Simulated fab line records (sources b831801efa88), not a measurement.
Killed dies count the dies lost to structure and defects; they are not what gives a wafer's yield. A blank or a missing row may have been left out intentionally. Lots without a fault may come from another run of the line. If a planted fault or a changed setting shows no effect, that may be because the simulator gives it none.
Which tool is to blame?	flow gf180mcu	Sampling: 13 lots, 39 wafers, 4 of 602 route steps

== WHAT THE GAUGES SHOWED, per wafer ==
GF_HV_LDD_OVL_MEAS_32.
lot	measured	on	HV_LDD_02_OVL (nm)
L200	day 11 14:31	overlay-01	0.5 2.3 -0.5
L202	day 12 03:19	overlay-02	-0.1 1.6 0.1
L203	day 12 18:39	overlay-02	0.6 1.2 2.2
L204	day 13 04:40	overlay-01	0.5 0.8 -2.3
L205	day 13 07:45	overlay-01	-0.8 -1.4 0.1
L206	day 13 11:35	overlay-02	1.8 -0.7 1.1
L208	day 14 09:18	overlay-01	1.0 1.5 0.7
L211	day 15 00:43	overlay-01	0.4 3.1 0.3
L213	day 15 20:20	overlay-01	0.8 2.1 0.4
L220	day 18 02:31	overlay-02	0.1 0.7 -1.1
L221	day 18 13:32	overlay-02	0.2 -0.5 0.2
L222	day 18 16:11	overlay-01	1.7 1.4 2.1
L223	day 19 06:56	overlay-02	1.1 -0.7 2.8

GF_V2_OVL_MEAS_15.
lot	measured	on	V2_OVL (nm)
L200	day 20 08:21	overlay-01	-3 5 -3
L202	day 20 23:26	overlay-01	3 2 13
L203	day 21 20:00	overlay-02	-1 -1 4
L204	day 22 06:42	overlay-02	-20 7 -13
L205	day 22 09:55	overlay-02	2 6 0
L206	day 22 14:59	overlay-01	4 0 9
L208	day 23 13:40	overlay-02	0 -7 -20
L211	day 24 05:15	overlay-01	3 -1 -5
L213	day 25 03:38	overlay-02	-3 -5 -7
L220	day 27 03:28	overlay-02	-11 -6 -4
L221	day 27 10:51	overlay-01	13 8 18
L222	day 27 15:47	overlay-02	7 5 7
L223	day 28 03:11	overlay-02	-3 -10 -8

== WHICH TOOL RAN EACH LOT (tool, then ch and the chambers of the sampled wafers, then the start) ==
lot	GF_V1_DEHYDRATE_06	GF_V2_CVD_02
L200	lithoTrack-03 ch 0, day 17 16:34	pecvd-01 ch 0,1,2, day 19 07:13
L202	lithoTrack-01 ch 0, day 18 07:10	pecvd-03 ch 0,1, day 19 22:34
L203	lithoTrack-01 ch 0, day 19 03:05	pecvd-01 ch 0,2, day 20 19:01
L204	lithoTrack-03 ch 0, day 19 14:50	pecvd-01 ch 0,1,2, day 21 05:48
L205	lithoTrack-02 ch 0, day 19 18:13	pecvd-01 ch 0,1,2, day 21 09:37
L206	lithoTrack-02 ch 0, day 19 23:01	pecvd-04 ch 0,2, day 21 14:55
L208	lithoTrack-02 ch 0, day 21 00:10	pecvd-03 ch 1,2, day 22 14:21
L211	lithoTrack-03 ch 0, day 21 17:14	pecvd-04 ch 0,1, day 23 07:20
L213	lithoTrack-02 ch 0, day 22 14:58	pecvd-03 ch 0,1, day 24 04:08
L220	lithoTrack-03 ch 0, day 24 19:14	pecvd-03 ch 0,2, day 26 05:38
L221	lithoTrack-03 ch 0, day 25 04:29	pecvd-03 ch 0,1,2, day 26 14:23
L222	lithoTrack-01 ch 0, day 25 07:50	pecvd-03 ch 0,1, day 26 18:36
L223	lithoTrack-03 ch 0, day 25 20:01	pecvd-01 ch 0,2, day 27 06:16
- GF_V1_DEHYDRATE_06: time 60 s.
- GF_V2_CVD_02: deposits SiO2 from TEOS, target thk 850 nm, time 94.851 s.

== WHAT THE TOOLS THEMSELVES READ (means of the sampled wafers that have a number; where no wafer has one, the mark that the record gives instead) ==
GF_V1_DEHYDRATE_06.
lot	tool	runLengthS (s)
L200	lithoTrack-03	89.00
L202	lithoTrack-01	89.57
L203	lithoTrack-01	89.46
L204	lithoTrack-03	88.97
L205	lithoTrack-02	89.17
L206	lithoTrack-02	89.27
L208	lithoTrack-02	89.15
L211	lithoTrack-03	88.90
L213	lithoTrack-02	92.16
L220	lithoTrack-03	88.80
L221	lithoTrack-03	88.89
L222	lithoTrack-01	89.36
L223	lithoTrack-03	88.82

GF_V2_CVD_02.
lot	tool	heaterPowerOuterW (W)	heaterPowerW (W)
L200	pecvd-01	478	797
L202	pecvd-03	340	621
L203	pecvd-01	424	692
L204	pecvd-01	453	772
L205	pecvd-01	407	711
L206	pecvd-04	428	717
L208	pecvd-03	388	668
L211	pecvd-04	342	630
L213	pecvd-03	297	573
L220	pecvd-03	321	586
L221	pecvd-03	384	660
L222	pecvd-03	317	597
L223	pecvd-01	484	783

== THE ANSWER, worked out from the rows above alone ==
Rule: usual is defined by the lots themselves. The widest of any qualifying gaps counts: lots, ordered by their means at a reading, are off when they make up no more than a third of the lots, leave a main group of 4 or more, and stand apart from it by 3 or more times the standard deviation of that group's means. The tables above print the reading to a certain number of digits; a main group whose means all agree to those digits is not used. A lot without any number at a reading at which 4 lots or more have one is off too. Where the step has rows for the other lots, those lots are counted as sound. The gauges are gone through in route order, then the tools' own readings, and for those a lot's mean is taken as printed above. At the first step where some lot is off, the reading lying furthest off is the one used; lots without a number count as furthest.
Off, at GF_V1_DEHYDRATE_06 on runLengthS: L213. For the main group the mean is 89.11 s and the standard deviation 0.25.
A tool fits if, at that step or a process step before it, it ran every lot that is off, and no sound lot after the first of them. One fits: GF_V1_DEHYDRATE_06 on lithoTrack-02. Its last sound lot is L208 (day 21 00:10), its first lot that is off L213 (day 22 14:58): a fault that began between those two fits.
On the lots that are off, the tool's own readings at GF_V1_DEHYDRATE_06 differ by more than 5 times the standard deviation of the sound lots' means, which bears it out; runLengthS reads 92.16 s there versus 89.11 s on the sound lots.

== WHAT WAS PUT IN BY THE SIMULATOR ==
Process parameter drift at GF_V1_DEHYDRATE_06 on lithoTrack-02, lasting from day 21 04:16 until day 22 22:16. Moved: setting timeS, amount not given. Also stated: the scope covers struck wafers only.
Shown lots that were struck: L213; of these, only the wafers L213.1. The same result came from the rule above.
